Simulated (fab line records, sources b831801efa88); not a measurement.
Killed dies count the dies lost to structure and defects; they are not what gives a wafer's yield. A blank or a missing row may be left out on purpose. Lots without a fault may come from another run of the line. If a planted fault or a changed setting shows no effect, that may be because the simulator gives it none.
The tool behind it: which one? + flow gf180mcu + 11 lots with 33 wafers sampled at 5 steps, on a route of 602 steps

== WHAT EACH GAUGE READ, for each wafer ==
GF_M1_RS_MEAS_05: measures by four-point-probe.
| lot  | measured     | on            | M1_ALCU_RS (ohm/sq)                       |
|------|--------------|---------------|-------------------------------------------|
| L851 | day 17 06:36 | film_metro-02 | 0.0686 0.0688 0.0682                      |
| L853 | day 17 12:44 | film_metro-02 | 0.0677 0.0672 0.0678                      |
| L856 | day 18 18:12 | film_metro-03 | 0.0697 0.0700 0.0704                      |
| L857 | day 19 03:28 | film_metro-02 | 0.0683 0.0687 0.0683                      |
| L860 | day 20 11:00 | film_metro-03 | 0.0694 0.0703 0.0705                      |
| L861 | day 20 21:18 | film_metro-03 | 0.0687 0.0690 0.0649 0.0685 0.0691 0.0649 |
| L862 | day 21 00:10 | film_metro-02 | 0.0698 0.0657 0.0692 0.0697 0.0657 0.0691 |
| L869 | day 23 10:55 | film_metro-01 | 0.0687 0.0684 0.0686                      |
| L870 | day 23 19:05 | film_metro-03 | 0.0695 0.0695 0.0689                      |
| L871 | day 24 03:08 | film_metro-03 | 0.0691 0.0686 0.0688                      |
| L872 | day 24 04:16 | film_metro-02 | 0.0704 0.0693 0.0699                      |

== EACH LOT AND THE TOOL THAT RAN IT (in order: tool; ch and the chambers of the sampled wafers; start) ==
| lot  | GF_CONTACT_CMP_04             | GF_CONTACT_ETCH_17                            | GF_M1_SPUTTER_02             | GF_M1_SPUTTER_03             |
|------|-------------------------------|-----------------------------------------------|------------------------------|------------------------------|
| L851 | cmp-01 ch 0,1,3, day 16 06:46 | rie_diel-03 ch 0,1,3, day 17 06:28 or earlier | pvd_sputter-01, day 17 06:28 | pvd_sputter-01, day 17 06:30 |
| L853 | cmp-01 ch 0,1,3, day 16 12:10 | rie_diel-01 ch 1,3, day 17 12:38 or earlier   | pvd_sputter-01, day 17 12:38 | pvd_sputter-01, day 17 12:40 |
| L856 | cmp-01 ch 1,2,3, day 17 16:59 | rie_diel-02 ch 0,1, day 18 18:07 or earlier   | pvd_sputter-02, day 18 18:07 | pvd_sputter-02, day 18 18:08 |
| L857 | cmp-01 ch 0,1,3, day 18 01:05 | rie_diel-03 ch 1,2,3, day 19 03:21 or earlier | pvd_sputter-01, day 19 03:21 | pvd_sputter-01, day 19 03:23 |
| L860 | cmp-01 ch 0,1,2, day 19 08:23 | rie_diel-03 ch 1,2,3, day 20 10:53 or earlier | pvd_sputter-03, day 20 10:53 | pvd_sputter-03, day 20 10:55 |
| L861 | cmp-01 ch 1,2, day 19 19:20   | rie_diel-01 ch 0,2,3, day 20 21:11 or earlier | pvd_sputter-01, day 20 21:11 | pvd_sputter-01, day 20 21:13 |
| L862 | cmp-02 ch 2,3, day 19 22:13   | rie_diel-03 ch 0,2, day 21 00:05 or earlier   | pvd_sputter-01, day 21 00:05 | pvd_sputter-01, day 21 00:07 |
| L869 | cmp-02 ch 2,3, day 22 10:09   | rie_diel-01 ch 0,2,3, day 23 10:50 or earlier | pvd_sputter-01, day 23 10:50 | pvd_sputter-01, day 23 10:52 |
| L870 | cmp-02 ch 0,1, day 22 18:25   | rie_diel-02 ch 0,1,3, day 23 18:59 or earlier | pvd_sputter-02, day 23 18:59 | pvd_sputter-02, day 23 19:01 |
| L871 | cmp-02 ch 1,2, day 23 02:10   | rie_diel-02 ch 2,3, day 24 03:00 or earlier   | pvd_sputter-03, day 24 03:00 | pvd_sputter-03, day 24 03:02 |
| L872 | cmp-02 ch 1,3, day 23 03:45   | rie_diel-01 ch 0,1, day 24 04:10 or earlier   | pvd_sputter-03, day 24 04:10 | pvd_sputter-03, day 24 04:12 |
- GF_CONTACT_CMP_04: polishes SiO2.
- GF_CONTACT_ETCH_17: etches SiO2 in C4F8/O2/Ar, stops on CoSi2, target depth 860 nm.
- GF_M1_SPUTTER_02: material AlCu, target thk 450 nm, time 23.9 s.
- GF_M1_SPUTTER_03: material Ti, target thk 10 nm, time 6.7 s.

== THE ANSWER, worked out from the rows above alone ==
Rule: usual is defined by the lots themselves. Put in order of their means at a reading, lots are off if they are a third of the lots or fewer, leave a main group of 4 or more, and stand apart from it by a gap of 3 or more times the standard deviation of the main group's means; of several such gaps the widest counts. Not used: any main group whose means are identical at the precision the tables above print for the reading. Also off: a lot with no number at a reading for which 4 or more lots have one. All remaining lots with rows at the step are treated as sound.
Across all readings shown, no lot is off: no conclusion can be drawn from this.

== WHAT THE SIMULATOR HAD PUT IN ==
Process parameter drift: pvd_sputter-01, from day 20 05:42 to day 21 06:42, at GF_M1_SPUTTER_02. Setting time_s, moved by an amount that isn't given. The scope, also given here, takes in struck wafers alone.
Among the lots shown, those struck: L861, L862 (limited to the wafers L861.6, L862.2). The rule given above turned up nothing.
